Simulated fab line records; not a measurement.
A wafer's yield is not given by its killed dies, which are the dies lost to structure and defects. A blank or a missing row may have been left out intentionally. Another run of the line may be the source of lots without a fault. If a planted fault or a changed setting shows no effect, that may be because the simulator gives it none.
The tool behind it: which one? | flow gf180mcu | Sampling: 14 lots, 42 wafers, 7 of 602 route steps

WHAT EACH GAUGE READ, for each wafer
GF_V5_RS_MEAS_24: the measuring method here is four-point-probe.
lot  | measured     | on           | V5_W_RS (ohm/sq)
L244 | day 26 23:05 | filmMetro-01 | 0.328 0.331 0.331
L246 | day 27 13:31 | filmMetro-04 | 0.331 0.330 0.329
L253 | day 30 05:32 | filmMetro-04 | 43.453 43.615 44.313
L254 | day 30 07:04 | filmMetro-01 | 43.768 44.070 43.415
L256 | day 30 21:26 | filmMetro-03 | 0.328 0.326 0.328
L257 | day 31 13:51 | filmMetro-01 | 0.324 0.326 0.321
L259 | day 32 01:14 | filmMetro-03 | 0.329 0.329 0.323
L260 | day 32 14:22 | filmMetro-03 | 0.323 0.322 0.325
L262 | day 32 15:04 | filmMetro-01 | 0.331 0.328 0.331
L263 | day 33 04:29 | filmMetro-03 | 0.329 0.326 0.327
L264 | day 33 04:59 | filmMetro-03 | 0.326 0.323 0.328
L265 | day 33 11:54 | filmMetro-03 | 0.321 0.321 0.325
L266 | day 33 11:55 | filmMetro-01 | 0.331 0.327 0.331
L267 | day 33 21:08 | filmMetro-03 | 0.322 0.322 0.325

GF_V5_THK_MEAS_25: measures by xrf.
lot  | measured     | on           | V5_W_THK (nm)
L244 | day 26 23:11 | filmMetro-01 | 363 356 358
L246 | day 27 13:38 | filmMetro-04 | 360 363 367
L253 | day 30 05:39 | filmMetro-04 | <0 - -
L254 | day 30 07:11 | filmMetro-01 | - <0 -
L256 | day 30 21:32 | filmMetro-03 | 366 367 365
L257 | day 31 13:58 | filmMetro-01 | 369 365 371
L259 | day 32 01:22 | filmMetro-03 | 366 361 368
L260 | day 32 14:28 | filmMetro-03 | 370 370 367
L262 | day 32 15:10 | filmMetro-01 | 359 360 361
L263 | day 33 04:36 | filmMetro-03 | 366 368 367
L264 | day 33 05:05 | filmMetro-03 | 367 371 368
L265 | day 33 12:01 | filmMetro-03 | 376 374 371
L266 | day 33 12:02 | filmMetro-01 | 362 369 362
L267 | day 33 21:15 | filmMetro-03 | 376 373 369

GF_TOP_METAL_CD_MEAS_14 targets a cd of 440 nm.
lot  | measured     | on       | cdNm (nm)
L244 | day 27 18:53 | cdSem-02 | 442.4 442.2 441.9
L246 | day 28 10:59 | cdSem-02 | 438.7 435.6 437.5
L256 | day 31 15:28 | cdSem-01 | 444.6 444.9 449.1
L257 | day 32 07:28 | cdSem-02 | 439.0 439.4 439.4
L259 | day 32 19:26 | cdSem-02 | 440.6 440.8 439.3
L260 | day 33 07:10 | cdSem-02 | 442.1 441.0 441.6
L262 | day 33 07:38 | cdSem-02 | 436.7 437.5 438.9
L263 | day 33 19:58 | cdSem-02 | 436.7 439.0 438.6
L264 | day 33 21:14 | cdSem-01 | 437.0 436.4 437.8
L265 | day 34 03:32 | cdSem-02 | 441.7 441.3 439.7
L266 | day 34 04:07 | cdSem-02 | 436.5 438.6 435.5
L267 | day 34 12:56 | cdSem-01 | 441.6 443.1 443.9

WHAT TOOL EACH LOT RAN ON (gives the tool, then ch and the chambers of the sampled wafers, and finally the start)
lot  | GF_MIM_STRIP_20                     | GF_V5_CVD_23                 | GF_V5_CMP_26                  | GF_TOP_METAL_SPUTTER_04
L244 | plasmaAsher-04 ch 0,1, day 25 02:46 | cvdW-02 ch 0,1, day 26 22:56 | cmp-01 ch 1,3, day 26 23:17   | pvdSputter-02, day 26 23:44
L246 | plasmaAsher-03 ch 0,1, day 25 16:44 | cvdW-02 ch 0,1, day 27 13:24 | cmp-02 ch 0,1,2, day 27 14:41 | pvdSputter-04, day 27 15:11
L253 | plasmaAsher-03 ch 0,1, day 28 13:04 | cvdW-02 ch 0,1, day 30 05:25 | cmp-01 ch 0,1,2, day 30 06:25 | -
L254 | plasmaAsher-01 ch 0,1, day 28 14:29 | cvdW-01 ch 0,1, day 30 06:57 | cmp-01 ch 2,3, day 30 07:31   | -
L256 | plasmaAsher-04 ch 0,1, day 29 05:40 | cvdW-01 ch 0,1, day 30 21:18 | cmp-01 ch 1,2, day 30 21:35   | pvdSputter-01, day 30 22:05
L257 | plasmaAsher-03 ch 0,1, day 29 23:49 | cvdW-01 ch 0,1, day 31 13:43 | cmp-01 ch 0,2,3, day 31 14:01 | pvdSputter-02, day 31 14:30
L259 | plasmaAsher-04 ch 0,1, day 30 11:11 | cvdW-02 ch 0,1, day 32 01:08 | cmp-01 ch 2,3, day 32 02:24   | pvdSputter-02, day 32 02:53
L260 | plasmaAsher-01 ch 0,1, day 31 00:49 | cvdW-01 ch 1, day 32 14:14   | cmp-02 ch 0,2,3, day 32 14:34 | pvdSputter-02, day 32 15:01
L262 | plasmaAsher-04 ch 0,1, day 31 02:28 | cvdW-02 ch 0,1, day 32 14:57 | cmp-02 ch 0,1, day 32 15:15   | pvdSputter-01, day 32 15:42
L263 | plasmaAsher-03 ch 0,1, day 31 15:31 | cvdW-02 ch 0,1, day 33 04:22 | cmp-02 ch 0,1,3, day 33 04:39 | pvdSputter-04, day 33 05:08
L264 | plasmaAsher-04 ch 0,1, day 31 16:12 | cvdW-01 ch 0,1, day 33 04:53 | cmp-02 ch 0,1,3, day 33 05:17 | pvdSputter-01, day 33 05:38
L265 | plasmaAsher-03 ch 0,1, day 31 23:02 | cvdW-01 ch 0,1, day 33 11:47 | cmp-01 ch 0,1,2, day 33 12:05 | pvdSputter-02, day 33 12:34
L266 | plasmaAsher-04 ch 0,1, day 32 00:43 | cvdW-02 ch 0,1, day 33 11:48 | cmp-02 ch 0,2,3, day 33 12:06 | pvdSputter-04, day 33 12:35
L267 | plasmaAsher-03 ch 0,1, day 32 10:15 | cvdW-02 ch 0,1, day 33 21:01 | cmp-02 ch 1,2,3, day 33 21:25 | pvdSputter-02, day 33 21:48
- GF_MIM_STRIP_20: strips in O2/N2.
- GF_V5_CVD_23: deposits W, target thk 350 nm, time 104.9 s.
- GF_V5_CMP_26: polishes, stops on SiO2, t overpolish 15 s, target thk 0 nm.
- GF_TOP_METAL_SPUTTER_04: material TiN, target thk 25 nm, time 20.8 s.

AS READ BY THE TOOLS THEMSELVES (means over the sampled wafers that have a number; for cases with no such wafer, the mark the record gives instead)
GF_MIM_STRIP_20.
lot  | tool           | drypumpMotorCurrentA (A) | heaterPowerW (W) | oesProductAu (a.u.) | stripTimeToEndpointS (s)
L244 | plasmaAsher-04 | 5.42                     | 326              | 0.692               | 11.20
L246 | plasmaAsher-03 | 5.75                     | 360              | 0.690               | 11.15
L253 | plasmaAsher-03 | 5.76                     | 356              | 0.697               | 11.18
L254 | plasmaAsher-01 | 5.47                     | 319              | 0.696               | 11.21
L256 | plasmaAsher-04 | 5.40                     | 323              | 0.688               | 11.12
L257 | plasmaAsher-03 | 5.77                     | 362              | 0.687               | 11.16
L259 | plasmaAsher-04 | 5.42                     | 322              | 0.687               | 11.16
L260 | plasmaAsher-01 | 5.70                     | 326              | 0.691               | 11.21
L262 | plasmaAsher-04 | 5.42                     | 331              | 0.687               | 11.17
L263 | plasmaAsher-03 | 5.63                     | 338              | 0.689               | 11.17
L264 | plasmaAsher-04 | 5.45                     | 326              | 0.695               | 11.15
L265 | plasmaAsher-03 | 5.64                     | 346              | 0.693               | 11.20
L266 | plasmaAsher-04 | 5.37                     | 321              | 0.693               | 11.24
L267 | plasmaAsher-03 | 5.64                     | 342              | 0.692               | 11.19

GF_V5_CVD_23.
lot  | tool    | chamberPressureTorr (Torr) | heaterPowerOuterW (W) | heaterPowerW (W)
L244 | cvdW-02 | 39.95                      | 437                   | 714
L246 | cvdW-02 | 40.02                      | 443                   | 724
L253 | cvdW-02 | -                          | -                     | -
L254 | cvdW-01 | -                          | -                     | -
L256 | cvdW-01 | 40.15                      | 502                   | 813
L257 | cvdW-01 | 40.03                      | 497                   | 795
L259 | cvdW-02 | 39.95                      | 440                   | 725
L260 | cvdW-01 | 39.99                      | 523                   | 858
L262 | cvdW-02 | 40.10                      | 447                   | 720
L263 | cvdW-02 | 40.03                      | 436                   | 723
L264 | cvdW-01 | 40.09                      | 494                   | 794
L265 | cvdW-01 | 39.99                      | 488                   | 798
L266 | cvdW-02 | 39.91                      | 449                   | 712
L267 | cvdW-02 | 40.04                      | 437                   | 719

GF_V5_CMP_26.
lot  | tool   | edgeZonePressureFrac | motorCurrentA (A) | timeToEndpointS (s)
L244 | cmp-01 | 0.999                | 11.6              | 81
L246 | cmp-02 | 0.992                | 10.2              | 84
L253 | cmp-01 | 1.003                | 11.0              | 1
L254 | cmp-01 | 0.996                | 11.6              | 0
L256 | cmp-01 | 1.003                | 11.1              | 83
L257 | cmp-01 | 1.000                | 10.6              | 87
L259 | cmp-01 | 1.003                | 11.5              | 82
L260 | cmp-02 | 1.003                | 10.3              | 90
L262 | cmp-02 | 0.996                | 10.2              | 82
L263 | cmp-02 | 1.001                | 10.2              | 88
L264 | cmp-02 | 0.998                | 10.2              | 86
L265 | cmp-01 | 1.002                | 11.1              | 87
L266 | cmp-02 | 1.003                | 10.6              | 87
L267 | cmp-02 | 1.004                | 10.2              | 88

GF_TOP_METAL_SPUTTER_04.
lot  | tool          | cathodeDcPowerW (W) | throttleValvePct (%)
L244 | pvdSputter-02 | 6498.8              | 31.2
L246 | pvdSputter-04 | 6499.7              | 29.5
L256 | pvdSputter-01 | 6499.8              | 30.9
L257 | pvdSputter-02 | 6501.1              | 31.0
L259 | pvdSputter-02 | 6500.8              | 30.4
L260 | pvdSputter-02 | 6499.0              | 30.3
L262 | pvdSputter-01 | 6501.3              | 29.4
L263 | pvdSputter-04 | 6499.8              | 29.7
L264 | pvdSputter-01 | 6500.1              | 30.1
L265 | pvdSputter-02 | 6500.4              | 30.0
L266 | pvdSputter-04 | 6499.7              | 29.7
L267 | pvdSputter-02 | 6499.9              | 30.1

THE ANSWER, worked out from the rows above alone
Rule: the lots themselves supply what counts as usual. The widest of any qualifying gaps counts: lots, ordered by their means at a reading, are off when they make up no more than a third of the lots, leave a main group of 4 or more, and stand apart from it by 3 or more times the standard deviation of that group's means. A main group whose means are all the same, to the digits that the tables above print for the reading, isn't used. A lot without any number at a reading at which 4 lots or more have one is off too. Any other lot the step has rows for is counted as sound. After the gauges, taken in route order, come the tools' own readings; for these a lot's mean is taken, as printed above. The first step at which some lot is off is used, and at that step the reading that is off furthest; a lot without a number counts as furthest.
Off: L253, L254, seen at GF_V5_RS_MEAS_24 (V5_W_RS). For the main group the mean is 0.327 ohm/sq and the standard deviation 0.0028.
If a tool, at a process step before that reading, ran all the lots that are off and no sound lot after the first of them, it fits. The gauges at GF_V5_RS_MEAS_24 aren't tried: what is off there is off at GF_V5_CVD_23 too, on other tools, and a gauge's error can't cause that. Of those tried, none fits.

WHAT THE SIMULATOR PUT IN
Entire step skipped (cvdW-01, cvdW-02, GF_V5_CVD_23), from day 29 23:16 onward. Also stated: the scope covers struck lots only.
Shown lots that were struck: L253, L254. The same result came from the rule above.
